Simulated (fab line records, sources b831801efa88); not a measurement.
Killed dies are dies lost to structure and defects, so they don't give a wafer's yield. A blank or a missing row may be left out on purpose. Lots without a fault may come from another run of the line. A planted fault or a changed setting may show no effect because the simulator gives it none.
fab line records | flow sfq_line
record lots=7 wafers=21 last_day=85
route steps=325 shown L0V@27 M0@28
lots that met no fault: from a run of the same line without faults
start_h: hours from the record's first day to the start of the lot's first wafer shown | wait_h: hours since the lot's step before | " the same as in the row above | L1.1+2: a row that stands for several wafers | - no value, or no start given | * or withheld: withheld | < > ~ a bound
route shown NAME@n: a module of which the file shows steps, and the number in the route of the first | usual: mean/standard deviation of fault-free wafers | same: alike in all rows | chamber/n: place in a boat | sites: the reading at each site | _std_site: their standard deviation | _edge_site: outer sites' mean less inner sites' | radius_mm: how far each site lies from the wafer's centre | mask NAME#n: copy n | behind: the tool/chamber that last shaped the wafer | hold: why the lot was held/for how many hours/how that ended | device: the transistor (n, p or np) that didn't switch | end of line: the same wafers' tests at the end of the route | a step without rows: its recipe alone | killed: dies lost to structure and defects at the first sort, not the wafer's yield | map: a wafer's dies, x killed, . not, _ none there
set.NAME: the setting as run; set.NAME@STEP: as run at that earlier step | model.NAME: the simulator's own value behind a step, which no gauge read
lots at some steps of the route; a table a step, a row a wafer
services: from which hour (start_h, from the record's first day; less than 0 if before it) a tool's chamber was out of use, for how many hours, and why
## steps
# step SFQ_TRILAYER_L0_VIA_STRIP_SOLV_CLEAN_018
# recipe chemistry=NMP temp_c=70 time_s=600
# step SFQ_TRILAYER_M0_DEP_PRE_CLEAN_020
# recipe gas=Ar time_s=15 bias_v=250
# step SFQ_TRILAYER_M0_DEP_SPUTTER_019
# recipe material=Nb base_pressure_pa=1.33e-06 chamber_pressure_pa=0.1333 substrate_temp_c=20 resputter_cathode_voltage_v=400 target_thk_nm=200 power_w=2000 time_s=133.3
# usual throttle_valve_pct=29.1/0.97
# columns lot.wafer tool chamber start_h wait_h throttle_valve_pct
L331.2 pvd_sputter-05 - 125.75 0.0 30.1
L331.5 " - " " 28.2
L331.6 " - " " 30.4
L332.3 pvd_sputter-04 - 135.35 0.0 28.7
L332.5 " - " " 29.3
L332.6 " - " " 28.7
L334.1 pvd_sputter-05 - 146.01 0.0 28.4
L334.5 " - " " 30.3
L334.6 " - " " 28.2
L335.1 pvd_sputter-04 - 152.01 0.0 28.7
L335.3 " - " " 27.4
L335.6 " - " " 30.2
L337.1 pvd_sputter-04 - 162.81 0.0 30.1
L337.3 " - " " 29.1
L337.5 " - " " 28.8
L338.2 pvd_sputter-05 - 168.69 0.0 30.3
L338.5 " - " " 30.0
L338.6 " - " " 28.6
L339.3 pvd_sputter-04 - 174.74 0.0 28.9
L339.5 " - " " 28.7
L339.6 " - " " 27.5
# step SFQ_M0_RS_MEAS_904
# recipe thk_meas_gauge=four-point-probe reads=Nb_of_TRILAYER_M0_DEP_SPUTTER_019
# usual M0_NB_RS=0.888/0.01
# columns lot.wafer tool chamber start_h wait_h M0_NB_RS[ohm/sq]
L331.2 film_metro-01 - 125.86 0.1 0.878
L331.5 " - " " 0.882
L331.6 " - " " 0.878
L332.3 film_metro-04 - 135.48 0.1 0.885
L332.5 " - " " 0.887
L332.6 " - " " 0.885
L334.1 film_metro-04 - 146.10 0.0 0.907
L334.5 " - " " 0.897
L334.6 " - " " 0.899
L335.1 film_metro-03 - 152.10 0.0 0.890
L335.3 " - " " 0.890
L335.6 " - " " 0.873
L337.1 film_metro-01 - 162.90 0.0 0.878
L337.3 " - " " 0.901
L337.5 " - " " 0.895
L338.2 film_metro-01 - 168.80 0.1 0.884
L338.5 " - " " 0.886
L338.6 " - " " 0.885
L339.3 film_metro-01 - 174.87 0.1 0.904
L339.5 " - " " 0.898
L339.6 " - " " 0.907
# step SFQ_TRILAYER_M0_LITHO_COAT_026
# recipe resist=BARC spin_rpm=3000 resist_thk_nm=62
# step SFQ_TRILAYER_M0_LITHO_COAT_021
# recipe resist=KrF spin_rpm=3000 resist_thk_nm=600
# step SFQ_TRILAYER_M0_LITHO_SOFTBAKE_025
# recipe temp_c=withheld time_s=withheld resist=KrF
# step SFQ_TRILAYER_M0_LITHO_EXPOSE_022
# recipe mask_id=M0 na=0.6 source_shape=conventional sigma_outer=0.65 target_cd_nm=500 dose_mj=14.4
# step SFQ_TRILAYER_M0_LITHO_PEB_024
# recipe peb_temp_c=115 peb_time_s=60 resist=KrF
# step SFQ_TRILAYER_M0_LITHO_DEVELOP_023
# recipe time_s=60 resist=KrF
# step SFQ_M0_OVL_MEAS_906
# usual M0_OVL=2/6.4
# columns lot.wafer tool chamber start_h wait_h M0_OVL[nm]
L331.2 overlay-02 - 146.30 0.1 -2
L331.5 " - " " -5
L331.6 " - " " -5
L332.3 overlay-01 - 155.90 0.1 -2
L332.5 " - " " 5
L332.6 " - " " 5
L334.1 overlay-01 - 170.17 0.1 -3
L334.5 " - " " 8
L334.6 " - " " -1
L335.1 overlay-02 - 174.97 0.1 4
L335.3 " - " " 6
L335.6 " - " " 8
L337.1 overlay-01 - 189.33 0.1 7
L337.3 " - " " 1
L337.5 " - " " 4
L338.2 overlay-01 - 191.73 0.1 -9
L338.5 " - " " 3
L338.6 " - " " -16
L339.3 overlay-02 - 198.49 0.1 9
L339.5 " - " " 11
L339.6 " - " " 4
# step SFQ_TRILAYER_M0_BARC_OPEN_METAL_ETCH_031
# recipe mask_material=PR chemistry=O2 target_depth_nm=125 target=BARC icp_w=600 bias_w=80 pressure_mtorr=10 time_s=41.7
# usual drypump_motor_current_A=5.55/0.22 oes_product_au=0.685/0.0048 run_length_s=69.9/0.44 time_s=41.7/0
# columns lot.wafer tool chamber start_h wait_h drypump_motor_current_A oes_product_au rf_hours_counter_h run_length_s time_s model.KrF_of_TRILAYER_M0_LITHO_COAT_021.thk_nm
L331.2 rie_metal-04 0 146.33 0.0 5.56 0.683 163 70.1 41.7 526.2
L331.5 " 0 " " 5.58 0.695 - 70.1 41.7 526.5
L331.6 " 1 " " 5.58 0.686 - 69.5 41.7 526.8
L332.3 rie_metal-02 1 155.95 0.0 5.83 0.681 - 69.7 41.7 518
L332.5 " 1 " " 5.84 0.682 - 69.4 41.7 518.7
L332.6 " 0 " " 5.21 0.688 - 70.6 41.7 520.3
L334.1 rie_metal-04 1 170.21 0.0 5.56 0.687 75 69.3 41.7 526.4
L334.5 " 1 " " 5.53 0.688 - 69.4 41.7 523.3
L334.6 " 0 " " 5.57 0.684 - 70.3 41.7 525.2
L335.1 rie_metal-04 1 175.01 0.0 5.56 0.687 76 69.5 41.7 522.1
L335.3 " 1 " " 5.54 0.686 - 69.3 41.7 522.9
L335.6 " 0 " " 5.58 0.687 - 70.1 41.7 523.3
L337.1 rie_metal-02 1 189.36 0.0 5.80 0.818 52 59.9 29.19 539
L337.3 " 1 " " 5.83 0.820 - 59.8 29.19 538.7
L337.5 " 1 " " 5.83 0.808 - 60.1 29.19 536.8
L338.2 rie_metal-02 0 191.76 0.0 5.21 0.811 78 60.8 29.19 538.6
L338.5 " 1 " " 5.81 0.809 - 60.3 29.19 540.2
L338.6 " 0 " " 5.23 0.818 - 60.6 29.19 540.1
L339.3 rie_metal-04 0 198.53 0.0 5.58 0.821 - 60.5 29.19 540.2
L339.5 " 1 " " 5.57 0.814 - 60.2 29.19 540.9
L339.6 " 0 " " 5.59 0.820 - 60.6 29.19 540.3
# step SFQ_TRILAYER_M0_ETCH_METAL_ETCH_024
# recipe target=Nb stop_on=SiO2 mask_material=PR chemistry=Cl2/Ar target_depth_nm=240 icp_w=600 bias_w=80 pressure_mtorr=10 time_s=120
# usual drypump_motor_current_A=5.55/0.22 oes_product_au=0.895/0.0072 run_length_s=148.3/0.42 time_s=120/0
# columns lot.wafer tool chamber start_h wait_h drypump_motor_current_A oes_product_au rf_hours_counter_h run_length_s time_s model.KrF_of_TRILAYER_M0_LITHO_COAT_021.thk_nm
L331.2 rie_metal-04 0 146.39 0.0 5.59 0.892 163 148.6 120 386.7
L331.5 " 0 " " 5.60 0.897 - 148.4 120 387.1
L331.6 " 1 " " 5.55 0.900 - 148.1 120 388.1
L332.3 rie_metal-02 1 156.03 0.1 5.82 0.887 - 148.3 120 375.2
L332.5 " 1 " " 5.82 0.894 - 147.9 120 375.9
L332.6 " 0 " " 5.21 0.896 - 149.0 120 378.8
L334.1 rie_metal-04 1 170.27 0.0 5.55 0.888 75 147.9 120 387.5
L334.5 " 1 " " 5.57 0.894 - 147.8 120 383.8
L334.6 " 0 " " 5.57 0.882 - 148.5 120 384.9
L335.1 rie_metal-04 1 175.07 0.0 5.59 0.890 76 147.8 120 383.7
L335.3 " 1 " " 5.58 0.897 - 148.0 120 384.8
L335.6 " 0 " " 5.59 0.901 - 148.7 120 383.1
L337.1 rie_metal-02 1 189.42 0.0 5.82 0.904 52 148.0 120 398.5
L337.3 " 1 " " 5.82 0.882 - 147.9 120 396.4
L337.5 " 1 " " 5.82 0.886 - 148.0 120 395
L338.2 rie_metal-02 0 191.82 0.0 5.23 0.896 78 148.7 120 398.9
L338.5 " 1 " " 5.83 0.916 - 147.7 120 400.1
L338.6 " 0 " " 5.20 0.890 - 148.7 120 399.5
L339.3 rie_metal-04 0 198.61 0.1 5.58 0.895 - 148.7 120 400.6
L339.5 " 1 " " 5.54 0.898 - 148.1 120 403
L339.6 " 0 " " 5.57 0.890 - 148.4 120 400.9
# step SFQ_TRILAYER_M0_STRIP_STRIP_025
# recipe gas=O2 power_w=200 platen_temp_c=40 overash_fraction=0.65 chemistry=O2 pressure_mtorr=50
# usual drypump_motor_current_A=5.55/0.22 oes_product_au=0.994/0.0089
# columns lot.wafer tool chamber start_h wait_h drypump_motor_current_A oes_product_au rf_hours_counter_h
L331.2 rie_metal-04 0 146.51 0.1 5.58 1.001 164
L331.5 " 0 " " 5.57 0.990 -
L331.6 " 1 " " 5.57 0.987 -
L332.3 rie_metal-02 1 156.31 0.2 5.81 1.002 -
L332.5 " 1 " " 5.82 1.004 -
L332.6 " 0 " " 5.22 0.990 -
L334.1 rie_metal-04 1 170.39 0.1 5.54 0.983 75
L334.5 " 1 " " 5.56 0.982 -
L334.6 " 0 " " 5.59 0.982 -
L335.1 rie_metal-04 1 175.19 0.1 5.56 0.986 76
L335.3 " 1 " " 5.59 0.987 -
L335.6 " 0 " " 5.61 1.006 -
L337.1 rie_metal-02 1 189.55 0.1 5.84 0.998 52
L337.3 " 1 " " 5.84 0.992 -
L337.5 " 1 " " 5.84 1.007 -
L338.2 rie_metal-02 0 191.95 0.1 5.20 0.988 78
L338.5 " 1 " " 5.82 1.002 -
L338.6 " 0 " " 5.22 0.984 -
L339.3 rie_metal-04 0 198.90 0.2 5.57 0.980 -
L339.5 " 1 " " 5.61 0.980 -
L339.6 " 0 " " 5.58 0.993 -
## services
# columns tool chamber start_h hours kind
rie_metal-02 - 125.59 2.1 repair
pvd_sputter-04 - 150.34 1.6 repair
pvd_sputter-04 - 161.02 0.6 repair
pvd_sputter-05 1 183.99 - consumable_replace:kit
pvd_sputter-05 1 183.99 18.0 scheduled_down
pvd_sputter-05 1 183.99 18.0 vent_cycle
## key
first_sign step=SFQ_TRILAYER_M0_BARC_OPEN_METAL_ETCH_031 reading=time_s direction=down sigmas=99+ usual=* struck=*
effect step=SFQ_TRILAYER_M0_BARC_OPEN_METAL_ETCH_031 reading=oes_product_au direction=up sigmas=27 usual=0.685 struck=0.815
model_effect step=SFQ_TRILAYER_M0_BARC_OPEN_METAL_ETCH_031 value=KrF_of_TRILAYER_M0_LITHO_COAT_021.thk_nm without=524 struck=539.4
model_effect step=SFQ_TRILAYER_M0_ETCH_METAL_ETCH_024 value=KrF_of_TRILAYER_M0_LITHO_COAT_021.thk_nm without=383.8 struck=399.2
met_at SFQ_TRILAYER_M0_BARC_OPEN_METAL_ETCH_031
struck_wafers L337.1,L337.3,L337.5,L338.2,L338.5,L338.6,L339.3,L339.5,L339.6
onset_between 175.01 189.36
fault kind=recipe_version_skew tool=rie_metal-01,rie_metal-02,rie_metal-04 chamber=- onset_h=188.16 steps=SFQ_TRILAYER_M0_BARC_OPEN_METAL_ETCH_031 wrong_recipe.time_s=*
